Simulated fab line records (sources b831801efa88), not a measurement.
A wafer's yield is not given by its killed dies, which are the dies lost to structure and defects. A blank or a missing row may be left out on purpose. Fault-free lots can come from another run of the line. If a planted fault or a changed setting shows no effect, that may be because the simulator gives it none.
fab line records	flow gf180mcu
record: lots: 24	wafers: 72	lastDay: 34
route steps=602 shown CONTACT@311 V2@385 M3@425 V3@432 M4@462
lots untouched by any fault: they come from a run of this same line in which no faults occurred
startH: hours from the record's opening day to when the first of the lot's shown wafers began	waitH: hours since the lot's step before	" unchanged from the row above	L1.1+2: several wafers, shown together as one row	- either no value or no given start	* or withheld: withheld	< > ~ a bound
route shown NAME@n: names a module that has steps shown in the file, with the first one's number in the route	usual: the fault-free wafers' mean and standard deviation	same: alike in all rows	chamber/n: place in a boat	sites: per-site readings	_std_site: how widely they spread, as a standard deviation	_edge_site: the outer-site mean with the inner-site mean subtracted	radiusMm: for every site, how far away it sits from the centre of the wafer	mask NAME#n: copy n	behind: tool/chamber where the wafer was last shaped	hold: why the lot went on hold/how many hours it stayed there/how the hold came to an end	device: transistor that didn't switch, given as n, p or np	end of line: at the end of the route, the tests of the same wafers	a step without rows: its recipe alone	killed: dies that structure and defects cost at the first sort, which is not the same as the wafer's yield	map: the dies of a wafer, with x for killed, . for not killed, _ for no die there
set.NAME: the setting that was run; set.NAME@STEP: the one run at that earlier step	model.NAME: the simulator's own value behind a step, which no gauge read
a sample of lots followed through the steps of the route, with each step as a table and each wafer as a row
services: the hour from which a tool's chamber was out of use, counted from the record's first day as startH (under 0 if before that day), plus the number of hours and why
== steps ==
step: GF_CONTACT_CVD_24
recipe: material: W	targetThkNm: 300	timeS: 90.339	tempC: 400	pressureTorr: 40
usual: heaterPowerW: 978/66
lot.wafer	tool	chamber	startH	waitH	heaterPowerW
L074.1	cvdW-01	0	364.12	0.0	1048
L074.4	"	0	"	"	1093
L074.5	"	1	"	"	962
L075.1	cvdW-02	1	371.05	0.0	982
L075.3	"	0	"	"	988
L075.6	"	1	"	"	979
L076.2	cvdW-02	0	381.68	0.0	989
L076.3	"	0	"	"	980
L076.6	"	0	"	"	975
L077.1	cvdW-01	1	394.14	0.0	940
L077.2	"	0	"	"	1095
L077.3	"	1	"	"	948
L078.1	cvdW-01	0	401.29	0.0	1056
L078.3	"	0	"	"	1082
L078.5	"	1	"	"	954
L079.1	cvdW-01	1	410.03	0.0	968
L079.2	"	1	"	"	927
L079.3	"	1	"	"	931
L080.2	cvdW-01	1	420.69	0.0	912
L080.4	"	0	"	"	1072
L080.6	"	0	"	"	1065
L081.1	cvdW-01	0	431.66	0.0	1081
L081.4	"	0	"	"	1074
L081.5	"	1	"	"	946
L082.1	cvdW-01	0	440.77	0.0	1068
L082.4	"	1	"	"	946
L082.5	"	1	"	"	952
L083.1	cvdW-02	1	453.32	0.0	924
L083.5	"	1	"	"	915
L083.6	"	0	"	"	939
L084.1	cvdW-01	0	462.72	0.0	1079
L084.3	"	1	"	"	927
L084.4	"	0	"	"	1077
L085.1	cvdW-01	1	464.07	0.0	945
L085.2	"	0	"	"	1091
L085.5	"	1	"	"	951
L086.1	cvdW-02	1	474.17	0.0	919
L086.3	"	1	"	"	926
L086.4	"	0	"	"	925
L087.1	cvdW-02	1	484.04	0.0	888
L087.3	"	1	"	"	893
L087.5	"	1	"	"	916
L088.1	cvdW-02	0	494.87	0.0	932
L088.2	"	1	"	"	897
L088.5	"	1	"	"	921
L089.1	cvdW-01	1	500.44	0.0	966
L089.2	"	0	"	"	1080
L089.6	"	1	"	"	946
L090.2	cvdW-01	1	505.44	0.0	947
L090.4	"	1	"	"	930
L090.5	"	0	"	"	1092
L091.2	cvdW-02	1	513.68	0.0	920
L091.5	"	0	"	"	931
L091.6	"	1	"	"	903
L092.1	cvdW-01	1	519.02	0.0	977
L092.2	"	0	"	"	1092
L092.6	"	0	"	"	1062
L093.1	cvdW-02	1	529.86	0.0	927
L093.3	"	1	"	"	933
L093.4	"	0	"	"	945
L094.1	cvdW-02	1	540.07	0.0	939
L094.4	"	1	"	"	910
L094.5	"	0	"	"	912
L095.2	cvdW-01	0	544.91	0.0	1070
L095.5	"	1	"	"	947
L095.6	"	0	"	"	1094
L096.1	cvdW-01	0	549.11	0.0	1047
L096.2	"	1	"	"	932
L096.6	"	1	"	"	942
L097.2	cvdW-02	1	558.52	0.0	906
L097.3	"	0	"	"	911
L097.4	"	1	"	"	927
step: GF_V2_THK_MEAS_03
recipe: reads: SiO2_of_V2_CVD_02
usual: V2_CVD_02_THK: 848/12
lot.wafer	tool	chamber	startH	waitH	V2_CVD_02_THK[nm]
L074.1	filmMetro-01	-	439.37	0.0	857
L074.4	"	-	"	"	868
L074.5	"	-	"	"	859
L075.1	filmMetro-03	-	446.92	0.1	842
L075.3	"	-	"	"	843
L075.6	"	-	"	"	846
L076.2	filmMetro-01	-	457.96	0.0	855
L076.3	"	-	"	"	848
L076.6	"	-	"	"	873
L077.1	filmMetro-04	-	471.24	0.0	830
L077.2	"	-	"	"	848
L077.3	"	-	"	"	847
L078.1	filmMetro-01	-	478.32	0.0	827
L078.3	"	-	"	"	834
L078.5	"	-	"	"	846
L079.1	filmMetro-04	-	487.99	0.0	838
L079.2	"	-	"	"	841
L079.3	"	-	"	"	826
L080.2	filmMetro-01	-	498.71	0.0	828
L080.4	"	-	"	"	860
L080.6	"	-	"	"	845
L081.1	filmMetro-04	-	509.20	0.0	828
L081.4	"	-	"	"	857
L081.5	"	-	"	"	846
L082.1	filmMetro-03	-	517.78	0.0	838
L082.4	"	-	"	"	874
L082.5	"	-	"	"	856
L083.1	filmMetro-01	-	530.27	0.0	844
L083.5	"	-	"	"	858
L083.6	"	-	"	"	846
L084.1	filmMetro-03	-	538.28	0.0	845
L084.3	"	-	"	"	832
L084.4	"	-	"	"	862
L085.1	filmMetro-01	-	539.42	0.0	841
L085.2	"	-	"	"	847
L085.5	"	-	"	"	854
L086.1	filmMetro-01	-	549.39	0.1	852
L086.3	"	-	"	"	840
L086.4	"	-	"	"	863
L087.1	filmMetro-04	-	558.36	0.0	838
L087.3	"	-	"	"	831
L087.5	"	-	"	"	847
L088.1	filmMetro-04	-	568.07	0.0	832
L088.2	"	-	"	"	835
L088.5	"	-	"	"	842
L089.1	filmMetro-04	-	573.36	0.0	836
L089.2	"	-	"	"	837
L089.6	"	-	"	"	849
L090.2	filmMetro-01	-	579.03	0.0	848
L090.4	"	-	"	"	856
L090.5	"	-	"	"	859
L091.2	filmMetro-03	-	584.39	0.0	849
L091.5	"	-	"	"	867
L091.6	"	-	"	"	865
L092.1	filmMetro-04	-	590.86	0.0	840
L092.2	"	-	"	"	845
L092.6	"	-	"	"	861
L093.1	filmMetro-03	-	601.13	0.0	835
L093.3	"	-	"	"	846
L093.4	"	-	"	"	839
L094.1	filmMetro-03	-	609.67	0.0	855
L094.4	"	-	"	"	863
L094.5	"	-	"	"	869
L095.2	filmMetro-04	-	614.25	0.0	822
L095.5	"	-	"	"	848
L095.6	"	-	"	"	862
L096.1	filmMetro-04	-	618.58	0.0	863
L096.2	"	-	"	"	856
L096.6	"	-	"	"	858
L097.2	filmMetro-03	-	627.33	0.0	830
L097.3	"	-	"	"	826
L097.4	"	-	"	"	832
step: GF_M3_METAL_ETCH_16
recipe: chemistry: Cl2/BCl3	maskMaterial: KrF	targetDepthNm: 750.8	stopOn: SiO2	pressureMtorr: 8	icpW: 800	biasW: 140	Cl2_flow_sccm: 80	bcl3FlowSccm: 40	timeS: 125.1
usual: drypumpMotorCurrentA: 5.7/0.7	oesProductAu: 0.991/0.0056	throttleValvePct: 28.228/0.0097
lot.wafer	tool	chamber	startH	waitH	drypumpMotorCurrentA	oesProductAu	rfHoursCounterH	throttleValvePct
L074.1	rieMetal-04	1	489.65	0.0	4.9	0.995	15	28.220
L074.4	"	1	"	"	4.9	0.999	-	28.230
L074.5	"	0	"	"	6.7	0.997	-	28.228
L075.1	rieMetal-03	0	496.75	0.0	4.9	0.986	1	28.220
L075.3	"	0	"	"	4.9	0.987	-	28.223
L075.6	"	0	"	"	4.9	0.994	-	28.224
L076.2	rieMetal-04	0	507.86	0.1	6.7	0.998	-	28.206
L076.3	"	0	"	"	6.8	0.984	-	28.235
L076.6	"	0	"	"	6.7	1.000	-	28.209
L077.1	rieMetal-01	1	520.70	0.0	6.3	0.987	3	28.241
L077.2	"	0	"	"	5.4	0.988	0	28.229
L077.3	"	1	"	"	6.3	0.980	-	28.230
L078.1	rieMetal-01	1	527.75	0.0	6.3	0.984	3	28.237
L078.3	"	1	"	"	6.3	0.984	-	28.225
L078.5	"	0	"	"	5.4	0.994	-	28.244
L079.1	rieMetal-01	1	537.07	0.0	6.3	0.990	3	28.233
L079.2	"	1	"	"	6.3	0.983	-	28.226
L079.3	"	1	"	"	6.3	0.989	-	28.237
L080.2	rieMetal-04	1	547.82	0.1	4.9	0.989	-	28.210
L080.4	"	1	"	"	4.9	0.993	-	28.235
L080.6	"	1	"	"	4.9	0.995	-	28.229
L081.1	rieMetal-01	0	556.55	0.0	5.5	0.987	1	28.248
L081.4	"	0	"	"	5.5	0.985	-	28.238
L081.5	"	0	"	"	5.5	0.985	-	28.227
L082.1	rieMetal-04	1	564.87	0.0	4.9	0.996	2	28.231
L082.4	"	1	"	"	4.9	0.987	-	28.229
L082.5	"	0	"	"	6.7	0.998	-	28.236
L083.1	rieMetal-04	1	577.75	0.0	4.9	0.987	2	28.230
L083.5	"	1	"	"	4.9	0.991	-	28.224
L083.6	"	0	"	"	6.7	1.000	-	28.222
L084.1	rieMetal-03	1	583.85	0.0	5.4	0.989	2	28.242
L084.3	"	0	"	"	4.9	0.996	-	28.207
L084.4	"	1	"	"	5.5	0.981	-	28.235
L085.1	rieMetal-01	1	585.37	0.0	6.3	0.986	4	28.223
L085.2	"	0	"	"	5.5	0.983	2	28.223
L085.5	"	1	"	"	6.3	0.989	-	28.237
L086.1	rieMetal-01	0	595.27	0.0	5.4	0.983	2	28.222
L086.3	"	1	"	"	6.3	0.989	-	28.237
L086.4	"	0	"	"	5.4	0.981	-	28.251
L087.1	rieMetal-04	1	603.92	0.0	4.9	0.992	3	28.238
L087.3	"	0	"	"	6.7	0.986	-	28.247
L087.5	"	1	"	"	4.9	0.990	-	28.235
L088.1	rieMetal-01	0	612.97	0.0	5.4	0.986	3	28.220
L088.2	"	1	"	"	6.3	0.997	5	28.226
L088.5	"	0	"	"	5.4	0.984	-	28.225
L089.1	rieMetal-03	1	619.50	0.0	5.4	0.993	3	28.211
L089.2	"	0	"	"	4.9	1.002	5	28.208
L089.6	"	1	"	"	5.4	0.987	-	28.219
L090.2	rieMetal-01	0	623.42	0.0	5.4	0.989	3	28.225
L090.4	"	1	"	"	6.3	0.994	-	28.227
L090.5	"	1	"	"	6.3	0.999	-	28.224
L091.2	rieMetal-03	0	628.02	0.0	4.9	0.999	6	28.220
L091.5	"	1	"	"	5.4	0.995	-	28.217
L091.6	"	0	"	"	4.9	0.994	-	28.228
L092.1	rieMetal-01	0	634.37	0.0	5.4	0.987	3	28.235
L092.2	"	1	"	"	6.3	0.991	6	28.221
L092.6	"	1	"	"	6.3	0.995	-	28.230
L093.1	rieMetal-01	0	644.35	0.0	5.4	0.987	4	28.244
L093.3	"	1	"	"	6.3	0.991	-	28.236
L093.4	"	0	"	"	5.5	0.990	-	28.225
L094.1	rieMetal-04	1	652.15	0.0	4.9	0.995	4	28.222
L094.4	"	1	"	"	4.9	0.993	-	28.222
L094.5	"	1	"	"	4.9	0.989	-	28.241
L095.2	rieMetal-04	1	656.37	0.0	4.9	0.996	4	28.224
L095.5	"	1	"	"	4.9	0.990	-	28.219
L095.6	"	0	"	"	6.7	0.993	-	28.210
L096.1	rieMetal-03	1	660.36	0.0	5.4	0.980	4	28.218
L096.2	"	0	"	"	4.9	0.983	7	28.236
L096.6	"	0	"	"	4.9	0.993	-	28.227
L097.2	rieMetal-04	1	668.22	0.0	4.9	0.993	5	28.236
L097.3	"	0	"	"	6.7	1.001	-	28.232
L097.4	"	1	"	"	5.0	0.988	-	28.222
step: GF_V3_THK_MEAS_03
recipe: reads: SiO2_of_V3_CVD_02
usual: V3_CVD_02_THK: 850/13
lot.wafer	tool	chamber	startH	waitH	V3_CVD_02_THK[nm]
L074.1	filmMetro-02	-	490.52	0.0	836
L074.4	"	-	"	"	859
L074.5	"	-	"	"	841
L075.1	filmMetro-03	-	497.74	0.0	841
L075.3	"	-	"	"	849
L075.6	"	-	"	"	858
L076.2	filmMetro-03	-	508.86	0.0	840
L076.3	"	-	"	"	840
L076.6	"	-	"	"	849
L077.1	filmMetro-03	-	521.56	0.0	835
L077.2	"	-	"	"	855
L077.3	"	-	"	"	840
L078.1	filmMetro-03	-	528.61	0.0	845
L078.3	"	-	"	"	827
L078.5	"	-	"	"	833
L079.1	filmMetro-03	-	538.06	0.0	844
L079.2	"	-	"	"	845
L079.3	"	-	"	"	857
L080.2	filmMetro-02	-	548.78	0.0	862
L080.4	"	-	"	"	843
L080.6	"	-	"	"	881
L081.1	filmMetro-04	-	557.58	0.0	847
L081.4	"	-	"	"	842
L081.5	"	-	"	"	837
L082.1	filmMetro-04	-	565.74	0.0	827
L082.4	"	-	"	"	844
L082.5	"	-	"	"	850
L083.1	filmMetro-03	-	578.61	0.0	857
L083.5	"	-	"	"	843
L083.6	"	-	"	"	840
L084.1	filmMetro-04	-	584.71	0.0	862
L084.3	"	-	"	"	846
L084.4	"	-	"	"	867
L085.1	filmMetro-02	-	586.24	0.0	832
L085.2	"	-	"	"	832
L085.5	"	-	"	"	843
L086.1	filmMetro-03	-	596.17	0.0	822
L086.3	"	-	"	"	841
L086.4	"	-	"	"	844
L087.1	filmMetro-02	-	604.79	0.0	829
L087.3	"	-	"	"	852
L087.5	"	-	"	"	852
L088.1	filmMetro-03	-	613.85	0.0	829
L088.2	"	-	"	"	829
L088.5	"	-	"	"	849
L089.1	filmMetro-04	-	620.36	0.0	847
L089.2	"	-	"	"	831
L089.6	"	-	"	"	859
L090.2	filmMetro-04	-	624.29	0.0	835
L090.4	"	-	"	"	876
L090.5	"	-	"	"	856
L091.2	filmMetro-02	-	628.89	0.0	867
L091.5	"	-	"	"	855
L091.6	"	-	"	"	866
L092.1	filmMetro-02	-	635.23	0.0	844
L092.2	"	-	"	"	846
L092.6	"	-	"	"	874
L093.1	filmMetro-03	-	645.22	0.0	851
L093.3	"	-	"	"	844
L093.4	"	-	"	"	859
L094.1	filmMetro-02	-	653.09	0.0	827
L094.4	"	-	"	"	853
L094.5	"	-	"	"	854
L095.2	filmMetro-02	-	657.28	0.0	856
L095.5	"	-	"	"	856
L095.6	"	-	"	"	858
L096.1	filmMetro-04	-	661.23	0.0	841
L096.2	"	-	"	"	835
L096.6	"	-	"	"	849
L097.2	filmMetro-02	-	669.10	0.0	862
L097.3	"	-	"	"	838
L097.4	"	-	"	"	860
step: GF_M4_THK_MEAS_06
recipe: thkMeasGauge: xrf	reads: AlCu_of_M4_SPUTTER_02
usual: M4_ALCU_THK: 446/5.9
lot.wafer	tool	chamber	startH	waitH	M4_ALCU_THK[nm]
L074.1	filmMetro-01	-	516.77	0.1	449
L074.4	"	-	"	"	448
L074.5	"	-	"	"	447
L075.1	filmMetro-01	-	523.22	0.1	437
L075.3	"	-	"	"	441
L075.6	"	-	"	"	442
L076.2	filmMetro-04	-	534.13	0.1	438
L076.3	"	-	"	"	444
L076.6	"	-	"	"	434
L077.1	filmMetro-02	-	546.60	0.1	448
L077.2	"	-	"	"	451
L077.3	"	-	"	"	448
L078.1	filmMetro-02	-	553.77	0.1	443
L078.3	"	-	"	"	451
L078.5	"	-	"	"	444
L079.1	filmMetro-04	-	562.57	0.1	445
L079.2	"	-	"	"	443
L079.3	"	-	"	"	435
L080.2	filmMetro-01	-	573.54	0.1	443
L080.4	"	-	"	"	449
L080.6	"	-	"	"	453
L081.1	filmMetro-04	-	581.80	0.1	464
L081.4	"	-	"	"	455
L081.5	"	-	"	"	454
L082.1	filmMetro-02	-	589.66	0.1	447
L082.4	"	-	"	"	444
L082.5	"	-	"	"	444
L083.1	filmMetro-01	-	602.30	0.1	443
L083.5	"	-	"	"	438
L083.6	"	-	"	"	443
L084.1	filmMetro-02	-	607.97	0.1	444
L084.3	"	-	"	"	448
L084.4	"	-	"	"	457
L085.1	filmMetro-02	-	609.38	0.1	446
L085.2	"	-	"	"	440
L085.5	"	-	"	"	439
L086.1	filmMetro-02	-	618.88	0.1	452
L086.3	"	-	"	"	451
L086.4	"	-	"	"	446
L087.1	filmMetro-04	-	627.80	0.1	453
L087.3	"	-	"	"	449
L087.5	"	-	"	"	456
L088.1	filmMetro-01	-	637.42	0.1	440
L088.2	"	-	"	"	445
L088.5	"	-	"	"	448
L089.1	filmMetro-01	-	642.82	0.1	453
L089.2	"	-	"	"	453
L089.6	"	-	"	"	452
L090.2	filmMetro-01	-	647.23	0.1	442
L090.4	"	-	"	"	447
L090.5	"	-	"	"	436
L091.2	filmMetro-04	-	651.16	0.1	446
L091.5	"	-	"	"	445
L091.6	"	-	"	"	442
L092.1	filmMetro-01	-	657.13	0.1	452
L092.2	"	-	"	"	446
L092.6	"	-	"	"	445
L093.1	filmMetro-02	-	667.05	0.1	436
L093.3	"	-	"	"	447
L093.4	"	-	"	"	447
L094.1	filmMetro-01	-	674.09	0.1	449
L094.4	"	-	"	"	460
L094.5	"	-	"	"	447
L095.2	filmMetro-02	-	678.77	0.1	436
L095.5	"	-	"	"	434
L095.6	"	-	"	"	442
L096.1	filmMetro-01	-	682.87	0.1	438
L096.2	"	-	"	"	439
L096.6	"	-	"	"	438
L097.2	filmMetro-04	-	690.93	0.1	448
L097.3	"	-	"	"	446
L097.4	"	-	"	"	444
step: GF_M4_CD_MEAS_14
recipe: targetCdNm: 280
usual: cdNm: 279.8/1.1
lot.wafer	tool	chamber	startH	waitH	cdNm
L074.1	cdSem-02	-	539.66	0.1	280.5
L074.4	"	-	"	"	280.6
L074.5	"	-	"	"	281.3
L075.1	cdSem-01	-	545.75	0.1	280.9
L075.3	"	-	"	"	280.4
L075.6	"	-	"	"	281.9
L076.2	cdSem-01	-	556.27	0.1	278.8
L076.3	"	-	"	"	279.4
L076.6	"	-	"	"	278.7
L077.1	cdSem-02	-	569.09	0.1	280.1
L077.2	"	-	"	"	278.1
L077.3	"	-	"	"	278.9
L078.1	cdSem-02	-	575.24	0.1	278.5
L078.3	"	-	"	"	279.5
L078.5	"	-	"	"	278.7
L079.1	cdSem-01	-	584.25	0.1	280.8
L079.2	"	-	"	"	281.6
L079.3	"	-	"	"	281.4
L080.2	cdSem-01	-	594.56	0.1	278.8
L080.4	"	-	"	"	278.0
L080.6	"	-	"	"	278.5
L081.1	cdSem-01	-	602.51	0.1	280.0
L081.4	"	-	"	"	281.7
L081.5	"	-	"	"	282.4
L082.1	cdSem-02	-	610.75	0.1	280.0
L082.4	"	-	"	"	280.6
L082.5	"	-	"	"	280.7
L083.1	cdSem-02	-	622.74	0.1	280.5
L083.5	"	-	"	"	280.3
L083.6	"	-	"	"	280.0
L084.1	cdSem-02	-	628.15	0.1	280.2
L084.3	"	-	"	"	280.1
L084.4	"	-	"	"	280.4
L085.1	cdSem-02	-	629.85	0.1	280.6
L085.2	"	-	"	"	279.3
L085.5	"	-	"	"	279.1
L086.1	cdSem-02	-	639.25	0.1	279.8
L086.3	"	-	"	"	280.6
L086.4	"	-	"	"	279.9
L087.1	cdSem-02	-	647.45	0.1	281.7
L087.3	"	-	"	"	280.8
L087.5	"	-	"	"	281.7
L088.1	cdSem-02	-	656.86	0.1	278.0
L088.2	"	-	"	"	279.7
L088.5	"	-	"	"	279.7
L089.1	cdSem-02	-	662.01	0.1	279.1
L089.2	"	-	"	"	279.0
L089.6	"	-	"	"	279.7
L090.2	cdSem-01	-	666.32	0.1	279.4
L090.4	"	-	"	"	279.0
L090.5	"	-	"	"	279.6
L091.2	cdSem-02	-	670.33	0.1	280.1
L091.5	"	-	"	"	279.9
L091.6	"	-	"	"	279.4
L092.1	cdSem-02	-	675.75	0.1	280.1
L092.2	"	-	"	"	280.4
L092.6	"	-	"	"	280.0
L093.1	cdSem-01	-	686.41	0.2	278.5
L093.3	"	-	"	"	278.2
L093.4	"	-	"	"	278.5
L094.1	cdSem-01	-	693.09	0.1	280.3
L094.4	"	-	"	"	280.8
L094.5	"	-	"	"	279.3
L095.2	cdSem-01	-	696.71	0.1	279.3
L095.5	"	-	"	"	278.3
L095.6	"	-	"	"	278.3
L096.1	cdSem-01	-	701.71	0.1	279.5
L096.2	"	-	"	"	278.6
L096.6	"	-	"	"	278.9
L097.2	cdSem-02	-	709.76	0.1	280.1
L097.3	"	-	"	"	280.2
L097.4	"	-	"	"	280.7
== services ==
tool	chamber	startH	hours	kind
rieMetal-03	1	341.17	2.2	repair
rieMetal-01	-	348.15	0.8	repair
cvdW-02	0	357.80	3.3	repair
cvdW-01	-	374.02	14.6	pm
cvdW-02	-	390.00	14.0	pm
cvdW-01	0	404.47	6.7	repair
rieMetal-01	-	417.53	0.4	repair
rieMetal-01	0	435.56	39.5	repair
rieMetal-04	0	442.92	14.4	repair
cvdW-01	-	452.90	1.5	repair
rieMetal-04	1	455.40	1.9	repair
cvdW-01	-	511.21	1.3	repair
cvdW-02	-	526.95	2.8	pm
rieMetal-01	0	536.46	12.0	repair
cvdW-02	1	540.44	8.7	repair
rieMetal-04	0	541.89	6.5	repair
rieMetal-01	1	548.78	18.3	repair
rieMetal-01	0	550.59	4.1	repair
cvdW-01	-	590.02	0.2	repair
rieMetal-04	1	611.63	5.6	repair
cvdW-02	0	622.58	3.9	repair
cvdW-01	-	641.20	1.6	repair
rieMetal-04	0	660.24	3.9	repair
cvdW-02	0	667.23	15.4	repair
== key ==
fault none
